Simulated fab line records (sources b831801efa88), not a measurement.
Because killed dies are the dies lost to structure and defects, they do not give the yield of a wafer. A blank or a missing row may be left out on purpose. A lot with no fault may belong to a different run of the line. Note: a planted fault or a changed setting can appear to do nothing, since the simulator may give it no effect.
Shared-tool check ; flow gf180mcu ; Sample size 13 lots and 48 wafers

## REASON IT WAS OPENED
Of 13 lots, 3 have the reading STI_CVD_03_THK flagged at GF_STI_THK_MEAS_04. Wafers without a fault read 205.8 nm, standard deviation 1.4.
Rule: flag the lot when none of its wafers has a number, or when each of its wafers that has one lies beyond 4 standard deviations from that mean. As for the other lots, they are considered sound.

lot;measured;on;STI_CVD_03_THK (nm), wafer by wafer;flag
L235;day 1 13:34;film-metro-01;205.9 203.8 206.1;
L236;day 1 19:55;film-metro-03;205.0 205.7 207.1;
L238;day 2 07:52;film-metro-01;206.6 207.3 206.1;
L239;day 2 10:31;film-metro-01;204.2 205.8 205.4;
L240;day 2 14:34;film-metro-01;204.4 206.0 205.7;
L243;day 3 06:22;film-metro-02;204.9 205.8 204.2;
L244;day 3 10:46;film-metro-02;204.8 203.5 202.8;
L251;day 4 22:28;film-metro-01;240.4 241.4 242.0 240.7 241.3 241.7;FLAGGED
L252;day 5 03:38;film-metro-02;240.2 243.2 242.0 240.4 243.2 241.8;FLAGGED
L253;day 5 08:19;film-metro-02;239.0 240.5 241.0 239.1 240.1 241.0;FLAGGED
L255;day 5 17:47;film-metro-01;206.8 206.2 208.8;
L256;day 5 22:34;film-metro-01;204.7 205.7 203.7;
L257;day 6 03:43;film-metro-02;205.8 208.0 205.0;
On average the flagged lots' numbers are 241.1 nm, which is +35.3 nm against the usual, or +25 standard deviations.

## EACH LOT AND THE TOOL IT RAN ON
The record keeps 1 process step preceding the reading, out of 602 steps on the route. Every cell lists first the tool, next ch and the chambers used by the sampled wafers, and last the start.
lot;flag;GF_STI_CVD_03
L235;;lpcvd-02 ch 1, day 1 11:34
L236;;lpcvd-02 ch 1, day 1 17:55
L238;;lpcvd-01 ch 1, day 2 05:53
L239;;lpcvd-01 ch 0, day 2 08:31
L240;;lpcvd-02 ch 0, day 2 12:34
L243;;lpcvd-02 ch 0, day 3 04:22
L244;;lpcvd-02 ch 1, day 3 08:47
L251;FLAGGED;lpcvd-02 ch 0, day 4 20:29
L252;FLAGGED;lpcvd-02 ch 0, day 5 01:38
L253;FLAGGED;lpcvd-02 ch 1, day 5 06:19
L255;;lpcvd-01 ch 1, day 5 15:48
L256;;lpcvd-01 ch 0, day 5 20:34
L257;;lpcvd-01 ch 0, day 6 01:43
What the steps here do:
- GF_STI_CVD_03: deposits Si3N4 from DCS/NH3, target thk 207.16 nm, time 3551 s.
- GF_STI_THK_MEAS_04

## FLAGGED OVER TOTAL, TOOL BY TOOL (the gauges that took the reading come last)
step;tool;lots run;flagged;share of the flagged lots;sound lots run after its first flagged lot
GF_STI_CVD_03;lpcvd-01;5;0;none;-
GF_STI_CVD_03;lpcvd-02;8;3;all;0
GF_STI_THK_MEAS_04;film-metro-01;7;1;some;2 (L255,L256)
GF_STI_THK_MEAS_04;film-metro-02;5;2;some;1 (L257)
GF_STI_THK_MEAS_04;film-metro-03;1;0;none;-

## WHAT THE TABLE PERMITS
All flagged lots share 1 row of the table, namely lpcvd-02 at GF_STI_CVD_03.
- lpcvd-02 at GF_STI_CVD_03 ran 8 lots, 3 of them flagged. It ran its last sound lot, L244, at day 3 08:47 and its first flagged lot, L251, at day 4 20:29: a fault with its onset between the two fits. Its own readings (spike-tc-bottom-C, spike-tc-upper-C, susceptor-temp-C) fall more than 4 standard deviations out on all wafers of the flagged lots.
One tool is left: lpcvd-02 at GF_STI_CVD_03.

## WHAT WAS PUT IN BY THE SIMULATOR
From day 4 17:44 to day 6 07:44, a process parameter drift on lpcvd-02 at GF_STI_CVD_03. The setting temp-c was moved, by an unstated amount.
Lots struck among those shown: L251, L252, L253. The rule above found the same.
